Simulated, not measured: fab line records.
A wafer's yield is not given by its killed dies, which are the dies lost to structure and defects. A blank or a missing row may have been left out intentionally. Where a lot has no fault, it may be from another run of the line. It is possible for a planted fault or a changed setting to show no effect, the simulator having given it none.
The tool behind it: which one?	flow sky130	Sampling: 10 lots, 30 wafers, 4 of 708 route steps

## WHAT EACH GAUGE READ, for each wafer
SKY_SD_N_RS_MEAS_16: measures by four-point-probe.
lot	measured	on	SD_N_RS (ohm/sq)
L475	day 27 16:59	film-metro-03	68.34 68.36 68.56
L477	day 28 16:55	film-metro-03	68.76 68.58 68.44
L480	day 29 10:46	film-metro-02	68.72 68.68 68.71
L481	day 30 02:36	film-metro-03	72.31 72.40 72.40
L486	day 31 14:44	film-metro-01	72.49 72.48 72.48
L490	day 34 10:59	film-metro-02	68.72 68.72 68.69
L493	day 35 00:28	film-metro-03	68.40 68.46 68.44
L495	day 35 14:28	film-metro-01	68.58 68.66 68.72
L497	day 35 22:25	film-metro-01	68.48 68.59 68.60
L496	day 36 02:55	film-metro-01	68.62 68.60 68.57

## TOOL THAT RAN EACH LOT (tool first, then ch and the chambers of the sampled wafers, then the start)
lot	SKY_LDD_HVN_STRIP_09	SKY_SD_N_IMPLANT_09	SKY_SD_N_STRIP_11
L475	plasma-asher-01 ch 0,1, day 20 03:26	implanter-04 ch 0, day 27 16:19	plasma-asher-04 ch 0,1, day 27 16:35
L477	plasma-asher-04 ch 0,1, day 20 16:34	implanter-01 ch 0, day 28 16:14	plasma-asher-04 ch 0,1, day 28 16:32
L480	plasma-asher-04 ch 0,1, day 22 03:28	implanter-01 ch 0, day 29 10:05	plasma-asher-04 ch 1, day 29 10:23
L481	plasma-asher-04 ch 0,1, day 22 20:25	implanter-01 ch 0, day 30 01:56	plasma-asher-03 ch 0,1, day 30 02:13
L486	plasma-asher-01 ch 0,1, day 24 10:22	implanter-01 ch 0, day 31 14:03	plasma-asher-04 ch 0,1, day 31 14:21
L490	plasma-asher-02 ch 0,1, day 27 12:05	implanter-01 ch 0, day 34 10:14	plasma-asher-03 ch 0,1, day 34 10:32
L493	plasma-asher-04 ch 0,1, day 28 02:35	implanter-04 ch 0, day 34 23:47	plasma-asher-01 ch 0,1, day 35 00:05
L495	plasma-asher-04 ch 0,1, day 28 22:01	implanter-02 ch 0, day 35 13:47	plasma-asher-04 ch 0,1, day 35 14:05
L497	plasma-asher-01 ch 0,1, day 29 01:20	implanter-04 ch 0, day 35 21:44	plasma-asher-01 ch 0,1, day 35 22:02
L496	plasma-asher-02 ch 0,1, day 29 06:38	implanter-01 ch 0, day 36 02:14	plasma-asher-01 ch 0,1, day 36 02:31
- SKY_LDD_HVN_STRIP_09: strips in O2/N2.
- SKY_SD_N_IMPLANT_09
- SKY_SD_N_STRIP_11: strips in O2/N2.

## THE ANSWER, worked out from the rows above alone
Rule: the lots themselves supply what counts as usual. Put in order of their means at a reading, lots are off if they are a third of the lots or fewer, leave a main group of 4 or more, and stand apart from it by a gap of 3 or more times the standard deviation of the main group's means; of several such gaps the widest counts. The tables above print the reading to a certain number of digits; a main group whose means all agree to those digits is not used. Also off: a lot with no number at a reading for which 4 or more lots have one. All remaining lots with rows at the step are treated as sound.
Off: L481, L486, at SKY_SD_N_RS_MEAS_16 (SD_N_RS). Main group: mean 68.58 ohm/sq, sd 0.1.
If a tool, at a process step before that reading, ran all the lots that are off and no sound lot after the first of them, it fits. Those tools and the gauges at SKY_SD_N_RS_MEAS_16 are tried in the same way. No candidate that was tried fits.

## WHAT WAS PUT IN BY THE SIMULATOR
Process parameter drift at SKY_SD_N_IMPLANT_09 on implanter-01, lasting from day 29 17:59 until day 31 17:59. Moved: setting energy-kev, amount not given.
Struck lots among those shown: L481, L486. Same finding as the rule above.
